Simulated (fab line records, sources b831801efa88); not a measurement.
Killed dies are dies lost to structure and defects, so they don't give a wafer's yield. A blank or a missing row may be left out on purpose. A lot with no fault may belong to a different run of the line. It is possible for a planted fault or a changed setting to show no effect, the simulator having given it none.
8D (eight disciplines) problem report, filled in by code | flow sfq line | the parts of the form that need people (team, actions taken, sign-off) are left out

## 1. WHAT WENT WRONG
A mean of 253 s is read at SFQ_TRILAYER_I1_CMP_CMP_046 for time to endpoint s, taken on 1 wafer of 1 lot, against 214 s (standard deviation 7.2) on wafers free of any fault. That puts it +5.4 standard deviations away from the usual mean.
The step: polishes SiO2.
The first sign was on wafer L304.4 at day 31 03:01, on cmp-01. Wafers with a number at this step in the record: 39, from 13 lots. By rule, "out" or "out of limits" means more than 4 standard deviations away from the usual mean. The rest of the wafers with a number are treated as sound.

## 2. WHAT IT IS, AND WHAT IT ISN'T
question                    | is                 | is not
which readings at this step | time to endpoint s | motor current A, slurry flow ml min
which lots                  | L304               | L289, L290, L291, L292, L293, L298, L299, L308, L309, L310, L311, L312
which wafers of those lots  | L304.4             | L304.3, L304.5
read on which tools         | cmp-01             | cmp-02
when                        | from day 31 03:01  | up to then (21 sound wafers); but 17 sound wafers of L304, L308, L309, L310, L311, L312 came after

## 3. THE SUSPECTS, EACH WITH WHAT RULES IT OUT
Counting: if a tool at a process step up to the reading ran every lot that is out, it stays a suspect. Sound lots after the first of them don't rule it out here, since some wafers of a struck lot are sound.
- cmp-01 at SFQ_TRILAYER_I1_CMP_CMP_046 (polishes SiO2): kept. It processed L304, the lot that is out, at day 31 03:01, and its most recent sound lot before then was L293 at day 26 00:13. Its own readings are out on those wafers: time to endpoint s.
- cmp-01, SFQ_TRILAYER_I1_CMP_CMP_046: wafers that are out in chamber 0, sound lot-mates in chambers 1, 3.
Remaining after the count: cmp-01 at SFQ_TRILAYER_I1_CMP_CMP_046.

## 4. THE CAUSE (what the simulator had put in)
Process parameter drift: cmp-01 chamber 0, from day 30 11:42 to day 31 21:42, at SFQ_TRILAYER_I1_CMP_CMP_046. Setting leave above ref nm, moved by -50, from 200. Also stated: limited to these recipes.
Only this tool survived the counting.

## 5. SEQUENCE OF EFFECTS, ordered by route
One row per reading whose mean, taken over the struck wafers that have a number, lies over 3 standard deviations from the usual. Scope: only readings with a usual standard deviation given in the record; hours: median across lots of the time from each lot's start at the first step in this table that gives one to its start at this step; sigmas: change in usual standard deviations.
hours | step                                  | reading            | usual      | on struck wafers | change | sigmas
0     | SFQ_TRILAYER_I1_CMP_CMP_046           | time to endpoint s | 214 s      | 253              | +39    | +5.4
4     | SFQ_TRILAYER_I1_METRO_MEASURE_047     | thk nm             | 199.9 nm   | 149.5            | -50.4  | -61
156   | SFQ_TRILAYER_I1_VIA_ETCH_VIA_ETCH_052 | oes product au     | 0.854 a.u. | 0.730            | -0.124 | -26
Its process steps:
- SFQ_TRILAYER_I1_CMP_CMP_046: polishes SiO2.
- SFQ_TRILAYER_I1_METRO_MEASURE_047
- SFQ_TRILAYER_I1_VIA_ETCH_VIA_ETCH_052: etches SiO2 in CHF3, stops on Nb, target depth 260 nm.

## 6. HOW IT WOULD HAVE BEEN CAUGHT EARLIER
In this record no reading fell out of limits until day 31 03:01, 15 hours after the fault had begun at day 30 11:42.
